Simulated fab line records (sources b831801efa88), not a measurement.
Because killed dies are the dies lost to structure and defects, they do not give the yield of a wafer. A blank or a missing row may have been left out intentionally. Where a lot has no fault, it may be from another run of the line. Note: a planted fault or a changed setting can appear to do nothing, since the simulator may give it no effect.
Comparing a struck lot with a sound one :: flow gf180mcu :: 46 steps out of a route of 602
Sound: the wafers L890.1, L890.2, L890.6. Wafers struck: L887.2, L887.3, L887.5. Last of all comes the cause.
Each step with rows lists, per side, the tool, then ch with its chambers, then its first start. Under that, the readings that differ: sound wafers :: struck wafers :: difference of the means :: sigmas: that difference in standard deviations of wafers without a fault.
alike: readings whose means differ by less than 2 such deviations, and words and numbers that are the same on both sides. not compared: withheld readings, readings that some wafer has no value for, bounds like >300 that may hide the same value, and numbers for which the record gives no deviation and whose values overlap.
Wherever a step has rows on one side only, a row that says differs or no value, or a row with sigmas, the two part there. Numbers that have no deviation but don't overlap get no sigmas and don't part them. A reading missing from all wafers of one side parts the sides only when that side holds two or more wafers.

first, 5 steps without rows for these wafers: GF_NWELL_COAT_02 (resist thk 3000 nm); GF_NWELL_SOFTBAKE_03; GF_NWELL_EXPOSE_04 (exposes mask Nwell, target cd 860 nm); GF_NWELL_PEB_05; GF_NWELL_DEVELOP_06 (develop time 60 s).
GF_NWELL_OVL_MEAS_07:
  sound on overlay-02, day 6 01:45; struck on overlay-02, day 5 09:32
  alike: NWELL_OVL
then, 2 steps without rows for these wafers: GF_NWELL_IMPLANT_08; GF_NWELL_IMPLANT_09.
GF_NWELL_STRIP_10: strips in O2/N2.
  sound on plasma asher-03 ch 0,1, day 6 02:05; struck on plasma asher-02 ch 1, day 5 09:52
  alike: drypump motor current A, heater power w, oes product au, platen temp c, strip time to endpoint s
  not compared: rf hours counter h
GF_NWELL_TW_MEAS_11:
  sound on film metro-04, day 6 02:11; struck on film metro-04, day 5 09:59
  alike: NWELL_TW
then, 2 steps without rows for these wafers: GF_LVPWELL_DEHYDRATE_00 (time 60 s); GF_LVPWELL_HMDS_01 (prime time 60 s).
GF_LVPWELL_COAT_02: resist thk 3000 nm.
  struck on litho track-02, day 5 17:01; sound on litho track-04 ch 0, day 6 09:12
  no value came back on the struck wafers for chill plate temp C (C), dispense pressure kPa (kPa); on the sound wafers chill plate temp C (C) reads 23.28 22.89 23.08
then, 4 steps without rows for these wafers: GF_LVPWELL_SOFTBAKE_03; GF_LVPWELL_EXPOSE_04 (exposes mask LVPWELL, target cd 600 nm); GF_LVPWELL_PEB_05; GF_LVPWELL_DEVELOP_06 (develop time 60 s).
GF_LVPWELL_OVL_MEAS_07:
  sound on overlay-01, day 6 16:59; struck on overlay-02, day 6 00:37
reading: LVPWELL_OVL (nm)
sound: -1.3 -3.4 -3.6
struck: - - -
difference: no value on the struck wafers
sigmas: 
then, 2 steps without rows for these wafers: GF_LVPWELL_IMPLANT_08; GF_LVPWELL_IMPLANT_09.
GF_LVPWELL_STRIP_10: strips in O2/N2.
  sound on plasma asher-04 ch 0,1, day 6 17:19; struck on plasma asher-01 ch 0,1, day 6 00:56
  no value came back on the struck wafers for oes product au (a.u.), strip time to endpoint s (s); on the sound wafers oes product au (a.u.) reads 0.735 0.724 0.729
reading: drypump motor current A (A)
sound: 5.3 5.8 5.3
struck: 6.6 6.7 6.7
difference: +1.2
sigmas: +3
  alike: heater power w, platen temp c
  not compared: rf hours counter h
GF_LVPWELL_TW_MEAS_11:
  sound on film metro-04, day 6 17:25; struck on film metro-03, day 6 01:03
  alike: LVPWELL_TW
then, 7 steps without rows for these wafers: GF_MVSD_DEHYDRATE_00 (time 60 s); GF_MVSD_HMDS_01 (prime time 60 s); GF_MVSD_COAT_02 (resist thk 3000 nm); GF_MVSD_SOFTBAKE_03; GF_MVSD_EXPOSE_04 (exposes mask MVSD, target cd 1000 nm); GF_MVSD_PEB_05; GF_MVSD_DEVELOP_06 (develop time 60 s).
GF_MVSD_OVL_MEAS_07:
  sound on overlay-01, day 7 08:44; struck on overlay-01, day 6 15:36
  alike: MVSD_OVL
then, 2 steps without rows for these wafers: GF_MVSD_IMPLANT_08; GF_MVSD_IMPLANT_09.
GF_MVSD_STRIP_10: strips in O2/N2.
  sound on plasma asher-03 ch 0,1, day 7 09:05; struck on plasma asher-02 ch 1, day 6 15:56
  alike: drypump motor current A, heater power w, oes product au, platen temp c, strip time to endpoint s
  not compared: rf hours counter h
GF_MVSD_TW_MEAS_11:
  sound on film metro-03, day 7 09:11; struck on film metro-04, day 6 16:02
  alike: MVSD_TW
then, 7 steps without rows for these wafers: GF_MVPSD_DEHYDRATE_00 (time 60 s); GF_MVPSD_HMDS_01 (prime time 60 s); GF_MVPSD_COAT_02 (resist thk 3000 nm); GF_MVPSD_SOFTBAKE_03; GF_MVPSD_EXPOSE_04 (exposes mask MVPSD, target cd 1000 nm); GF_MVPSD_PEB_05; GF_MVPSD_DEVELOP_06 (develop time 60 s).
GF_MVPSD_OVL_MEAS_07:
  sound on overlay-02, day 8 01:20; struck on overlay-02, day 7 08:03
  alike: MVPSD_OVL
GF_MVPSD_TW_MEAS_11:
  sound on film metro-04, day 8 01:47; struck on film metro-03, day 7 08:29
reading: MVPSD_TW
sound: 560 560 562
struck: 690 691 693
difference: +131
sigmas: +21
GF_VT_IMPLANT_TW_MEAS_10:
  sound on film metro-02, day 8 18:47; struck on film metro-01, day 8 00:35
reading: VT_IMPLANT_TW
sound: 573 570 568
struck: 680 684 683
difference: +112
sigmas: +16
GF_VT_IMPLANT_TW_MEAS_32:
  sound on film metro-01, day 10 06:16; struck on film metro-04, day 9 11:08
reading: VT_IMPLANT_3_TW
sound: 264 263 264
struck: 579 581 581
difference: +317
sigmas: +93
GF_VT_IMPLANT_TW_MEAS_43:
  sound on film metro-04, day 11 00:47; struck on film metro-01, day 10 05:35
reading: VT_IMPLANT_4_TW
sound: 696 691 694
struck: 770 769 778
difference: +79
sigmas: +8

## WHERE THEY PART
At GF_LVPWELL_COAT_02 first; at GF_VT_IMPLANT_TW_MEAS_43 last (within this record only).

WHY: what had been put in by the simulator
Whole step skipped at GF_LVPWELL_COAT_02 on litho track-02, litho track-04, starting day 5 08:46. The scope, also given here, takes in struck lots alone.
